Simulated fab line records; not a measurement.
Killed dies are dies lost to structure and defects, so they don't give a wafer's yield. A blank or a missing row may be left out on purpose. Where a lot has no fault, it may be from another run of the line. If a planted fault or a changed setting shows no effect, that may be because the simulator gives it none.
Matching of chambers + flow sky130 + 4 sister chambers for SKY_VIA1_CMP_24 on cmp-02
The step polishes, stops on SiO2, t overpolish 15 s, target thk 0 nm. 20 wafers are shown with their chamber, then 10 later ones without.

## WAFERS WITH THEIR CHAMBER
| wafer  | chamber | motor current A (A) | time to endpoint s (s) | overpolish run s (s) |
|--------|---------|---------------------|------------------------|----------------------|
| L075.1 | 0       | 9.4                 | 62                     | 14.998               |
| L075.2 | 2       | 11.3                | 66                     | 15.021               |
| L075.3 | 3       | 10.3                | 66                     | 15.001               |
| L080.2 | 3       | 10.5                | 66                     | 15.000               |
| L080.3 | 2       | 11.2                | 66                     | 15.009               |
| L080.5 | 2       | 11.5                | 66                     | 15.006               |
| L083.1 | 3       | 10.7                | 64                     | 14.991               |
| L083.2 | 1       | 10.5                | 60                     | 14.999               |
| L083.6 | 0       | 10.1                | 61                     | 15.014               |
| L084.1 | 3       | 10.2                | 65                     | 14.992               |
| L084.2 | 2       | 11.6                | 62                     | 15.007               |
| L084.4 | 1       | 10.6                | 63                     | 15.007               |
| L086.3 | 1       | 10.9                | 64                     | 15.003               |
| L086.4 | 3       | 10.6                | 66                     | 14.993               |
| L086.5 | 3       | 10.3                | 65                     | 15.003               |
| L088.1 | 2       | 11.7                | 64                     | 14.996               |
| L088.3 | 0       | 9.5                 | 60                     | 14.969               |
| L088.6 | 1       | 10.7                | 63                     | 14.996               |
| L089.1 | 3       | 10.5                | 65                     | 15.003               |
| L089.2 | 2       | 11.1                | 68                     | 14.999               |

SIGNATURES (means of the wafers above)
| reading            | chamber 0 | chamber 1 | chamber 2 | chamber 3 | scatter within a chamber |
|--------------------|-----------|-----------|-----------|-----------|--------------------------|
| motor current A    | 9.667     | 10.675    | 11.400    | 10.443    | 0.231                    |
| time to endpoint s | 61.00     | 62.50     | 65.33     | 65.29     | 1.5                      |
| overpolish run s   | 14.99367  | 15.00125  | 15.00633  | 14.99757  | 0.0102                   |
Rule: a wafer's distance from a chamber is the root of the sum, over the readings, of the square of ((its reading less the chamber's mean) divided by the reading's scatter). The wafer belongs to the nearest chamber; if the next one is less than 2 further off, it can't be placed. The scatter: the root of (the sum of the squares of (reading less its chamber's mean) over the shown wafers, divided by (wafers less chambers)).

## WAFERS MISSING THEIR CHAMBER
| wafer  | motor current A (A) | time to endpoint s (s) | overpolish run s (s) |
|--------|---------------------|------------------------|----------------------|
| L089.6 | 10.2                | 61                     | 14.992               |
| L093.4 | 11.9                | 63                     | 14.993               |
| L093.5 | 11.8                | 65                     | 14.998               |
| L093.6 | 11.0                | 56                     | 14.998               |
| L094.2 | 10.9                | 65                     | 14.988               |
| L094.4 | 9.0                 | 58                     | 15.006               |
| L094.6 | 10.4                | 63                     | 14.990               |
| L096.1 | 11.8                | 65                     | 14.989               |
| L096.3 | 10.6                | 63                     | 14.998               |
| L096.5 | 10.3                | 65                     | 15.006               |

## EACH ONE'S CHAMBER
| wafer  | from the rows above          | in truth |
|--------|------------------------------|----------|
| L089.6 | can't be placed: 0 or 1 or 3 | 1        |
| L093.4 | 2                            | 2        |
| L093.5 | 2                            | 2        |
| L093.6 | can't be placed: 1 or 2      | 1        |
| L094.2 | can't be placed: 3 or 1 or 2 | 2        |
| L094.4 | 0                            | 0        |
| L094.6 | can't be placed: 1 or 3 or 0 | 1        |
| L096.1 | 2                            | 2        |
| L096.3 | can't be placed: 1 or 3      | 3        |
| L096.5 | can't be placed: 3 or 1      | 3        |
Correctly placed: 4 of 10. Not placeable from these rows: 6 (in 6, the candidates include the true chamber). Number placed wrongly: 0.
